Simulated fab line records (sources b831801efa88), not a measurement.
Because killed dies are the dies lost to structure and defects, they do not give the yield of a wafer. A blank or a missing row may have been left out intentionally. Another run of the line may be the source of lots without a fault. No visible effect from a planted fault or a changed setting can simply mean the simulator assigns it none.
Comparing a struck lot with a sound one ; flow sfq_line ; 14 out of 325 route steps
Sound: the wafers L115.4, L115.5, L115.6. Struck: wafer L128.1 (L128.2, L128.5, from the same lot, were not struck and are left out); the cause is given at the end.
Each step with rows lists, per side, the tool, then ch with its chambers, then its first start. Under that, the readings that differ: sound wafers ; struck wafers ; difference of the means ; sigmas: that difference in standard deviations of wafers without a fault.
alike: same words and numbers on both sides, and readings whose means sit less than 2 such deviations apart. not compared: any withheld reading, any reading some wafer has no value for, any bound like >300 that may hide the same value, and any number with overlapping values for which the record gives no deviation.
The two part at a step that has a row with sigmas, a row that says differs or no value, or rows on one side only. When numbers do not overlap yet have no deviation, they are printed without sigmas and do not part them. Lack of a reading on every wafer of one side parts them only where that side has two or more wafers.

first, 2 steps without rows for these wafers: SFQ_TRILAYER_I0_VIA_STRIP_SOLV_CLEAN_036 (cleans in NMP, time 600 s); SFQ_TRILAYER_M1_DEP_PRE_CLEAN_038 (time 22.5 s).
SFQ_TRILAYER_M1_DEP_SPUTTER_037: material Nb, target thk 200 nm, time 133.3 s.
  struck on pvd_sputter-04, day 24 00:04; sound on pvd_sputter-03, day 17 19:14
  alike: throttle_valve_pct
SFQ_M1_RS_MEAS_909: measures by four-point-probe.
  struck on film_metro-03, day 24 00:10; sound on film_metro-04, day 17 19:23
  alike: M1_NB_RS
then, 6 steps without rows for these wafers: SFQ_TRILAYER_M1_LITHO_COAT_044 (resist thk 62 nm); SFQ_TRILAYER_M1_LITHO_COAT_039 (resist thk 600 nm); SFQ_TRILAYER_M1_LITHO_SOFTBAKE_043; SFQ_TRILAYER_M1_LITHO_EXPOSE_040 (exposes mask M1, target cd 500 nm); SFQ_TRILAYER_M1_LITHO_PEB_042 (peb time 60 s); SFQ_TRILAYER_M1_LITHO_DEVELOP_041 (time 60 s).
-- the record jumps here: 6 days lie between the struck wafers' starts before and after --
SFQ_M1_OVL_MEAS_911:
  struck on overlay-02, day 29 13:37; sound on overlay-02, day 17 21:54
  alike: M1_OVL
SFQ_TRILAYER_M1_BARC_OPEN_METAL_ETCH_054: etches BARC in O2, target depth 125 nm, time 41.7 s.
  sound on rie_metal-01 ch 1, day 17 21:59; struck on rie_metal-03 ch 0, day 29 13:40
reading;sound;struck;difference;sigmas
rf_hours_counter_h (h);- - -;30;no value on the sound wafers;
model.KrF_of_TRILAYER_M1_LITHO_COAT_039.thk_nm (nm);524.2 525.2 522.5;531;+7;
  alike: chamber_pressure_mTorr, drypump_motor_current_A, oes_product_au
SFQ_TRILAYER_M1_ETCH_METAL_ETCH_042: etches Nb in Cl2/Ar, stops on SiO2, target depth 240 nm, time 120 s.
  sound on rie_metal-01 ch 1, day 17 22:10; struck on rie_metal-03 ch 0, day 29 13:43
reading;sound;struck;difference;sigmas
rf_hours_counter_h (h);- - -;30;no value on the sound wafers;
model.KrF_of_TRILAYER_M1_LITHO_COAT_039.thk_nm (nm);385.4 386.1 384.3;388.7;+3.4;
  alike: chamber_pressure_mTorr, drypump_motor_current_A, oes_product_au
SFQ_TRILAYER_M1_STRIP_STRIP_043: strips in O2.
  sound on rie_metal-01 ch 1, day 17 22:53; struck on rie_metal-03 ch 0, day 29 13:50
reading;sound;struck;difference;sigmas
rf_hours_counter_h (h);- - -;30;no value on the sound wafers;
  alike: chamber_pressure_mTorr, drypump_motor_current_A, oes_product_au

WHERE THEY PART
Earliest at SFQ_TRILAYER_M1_BARC_OPEN_METAL_ETCH_054; latest, in this record, at SFQ_TRILAYER_M1_STRIP_STRIP_043.

WHY: the cause the simulator had injected
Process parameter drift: rie_metal-03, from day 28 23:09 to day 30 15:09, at SFQ_TRILAYER_M1_BARC_OPEN_METAL_ETCH_054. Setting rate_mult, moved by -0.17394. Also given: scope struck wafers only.
